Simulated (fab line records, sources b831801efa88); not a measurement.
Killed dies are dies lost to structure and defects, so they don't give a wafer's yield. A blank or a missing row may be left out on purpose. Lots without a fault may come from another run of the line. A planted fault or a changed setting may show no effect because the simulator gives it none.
A struck lot beside a sound one | flow sky130 | 19 steps out of a route of 708
Sound: wafers L292.2, L292.3, L292.6. Struck: wafers L300.1, L300.4, L300.5. The cause comes at the end.
At each step with rows: each side's tool, then ch and its chambers, then its first start. Under that, the readings that differ: sound wafers | struck wafers | difference of the means | sigmas: that difference in standard deviations of wafers without a fault.
alike: readings whose means differ by less than 2 such deviations, and words and numbers that are the same on both sides. not compared: withheld readings, readings that some wafer has no value for, bounds like >300 that may hide the same value, and numbers for which the record gives no deviation and whose values overlap.
The two part at a step that has a row with sigmas, a row that says differs or no value, or rows on one side only. Numbers that don't overlap but have no deviation are shown without sigmas and don't part them. A reading that every wafer of one side lacks parts them only if that side has two wafers or more.

first, 1 step without rows for these wafers: SKY_METAL4_SPUTTER_02 (material AlCu, target thk 735 nm, time 39.1 s).
SKY_METAL4_SPUTTER_03: material Ti, target thk 5 nm, time 3.3 s.
  sound on pvd_sputter-03, day 40 00:20; struck on pvd_sputter-03, day 42 12:44
  alike: throttle_valve_pct
SKY_METAL4_SPUTTER_04: material TiN, target thk 70 nm, time 58.3 s.
  sound on pvd_sputter-03, day 40 00:21; struck on pvd_sputter-03, day 42 12:46
  alike: throttle_valve_pct
SKY_CAP2M_CVD_00: deposits SiO2, target thk 15.5 nm.
  sound on pecvd-02 ch 0,1,2, day 40 00:24; struck on pecvd-04 ch 0,1,2, day 42 12:49
  alike: heater_power_w, rf_fwd_power_W
SKY_CAP2M_THK_MEAS_01:
  sound on film_metro-03, day 40 00:26; struck on film_metro-03, day 42 12:50
  alike: CAP2M_CVD_00_THK
SKY_CAP2M_SPUTTER_02: material TiN, target thk 200 nm, time 166.7 s.
  sound on pvd_sputter-04, day 40 00:29; struck on pvd_sputter-04, day 42 12:53
  alike: throttle_valve_pct
SKY_CAP2M_RS_MEAS_03: measures by four-point-probe.
  sound on film_metro-03, day 40 00:37; struck on film_metro-02, day 42 13:00
  alike: CAP2M_TIN_RS
SKY_CAP2M_THK_MEAS_04: measures by xrf.
  sound on film_metro-03, day 40 00:43; struck on film_metro-02, day 42 13:07
  alike: CAP2M_TIN_THK
then, 4 steps without rows for these wafers: SKY_CAP2M_DEHYDRATE_05 (time 60 s); SKY_CAP2M_HMDS_06 (prime time 60 s); SKY_CAP2M_COAT_07 (resist thk 1140 nm); SKY_CAP2M_SOFTBAKE_08 (time 60 s).
SKY_CAP2M_EXPOSE_09: exposes mask CAP2M, target cd 1000 nm.
  sound on iline_stepper-01 ch 0, day 40 13:26; struck on iline_stepper-01 ch 0, day 43 00:15
  reading              | sound                | struck               | difference | sigmas
  exposure_dose_mJ_cm2 | 158.85 158.99 158.91 | 156.08 155.87 155.96 | -2.95      | -18
  alike: mask
then, 2 steps without rows for these wafers: SKY_CAP2M_PEB_10; SKY_CAP2M_DEVELOP_11 (develop time 60 s).
SKY_CAP2M_OVL_MEAS_12:
  sound on overlay-01, day 41 00:56; struck on overlay-01, day 43 12:08
  alike: CAP2M_OVL
SKY_CAP2M_METAL_ETCH_13: etches TiN in Cl2/BCl3, stops on SiO2, target depth 220 nm, time 62.9 s.
  sound on rie_metal-04 ch 0, day 41 00:58; struck on rie_metal-01 ch 0,1, day 43 12:10
  reading                     | sound           | struck         | difference | sigmas
  drypump_motor_current_A (A) | 5.3 5.3 5.3     | 6.0 6.2 6.0    | +0.8       | +2
  model.CAP2M.cd_nm (nm)      | 1001 999.9 1000 | 1004 1003 1004 | +3         |
  alike: oes_product_au, rf_fwd_power_W, throttle_valve_pct
  not compared: rf_hours_counter_h
SKY_CAP2M_STRIP_14: strips in O2/N2.
  sound on plasma_asher-01 ch 0,1, day 41 01:02; struck on plasma_asher-01 ch 0,1, day 43 12:14
  alike: drypump_motor_current_A, o2_flow_sccm, oes_product_au, strip_time_to_endpoint_s
  not compared: rf_hours_counter_h
-- the record jumps here: 5 days lie between the struck wafers' starts before and after (it left off in module CAP2M and takes up again in module PAD_OPEN, whose first step shown is number 708 of the route) --
SKY_PAD_OPEN_PROBE_99:
  sound on prober-02, day 46 01:12; struck on prober-02, day 48 02:28
  reading                 | sound          | struck      | difference | sigmas
  killed_at_contacts      | 36 35 29       | 16 21 22    | -14        | -3
  sort_bin_5_function (%) | 10.6 11.8 11.6 | 9.3 7.7 7.9 | -3.0       | -2
  alike: defect_limited_yield, killed_at_M0_to_M3, killed_at_M4_up, killed_at_front_end, killed_at_other, killed_dies, killed_on_rim, killed_open, killed_short, sort_bin_3_pad_short, sort_bin_6_memory, sort_n_pass, sort_yield_pct

WHERE THEY PART
First at SKY_CAP2M_EXPOSE_09; last, within this record, at SKY_PAD_OPEN_PROBE_99.

WHY: what the simulator had put in
Process parameter drift: iline_stepper-01, from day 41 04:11 on, at SKY_CAP2M_EXPOSE_09. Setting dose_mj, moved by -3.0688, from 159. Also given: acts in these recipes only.
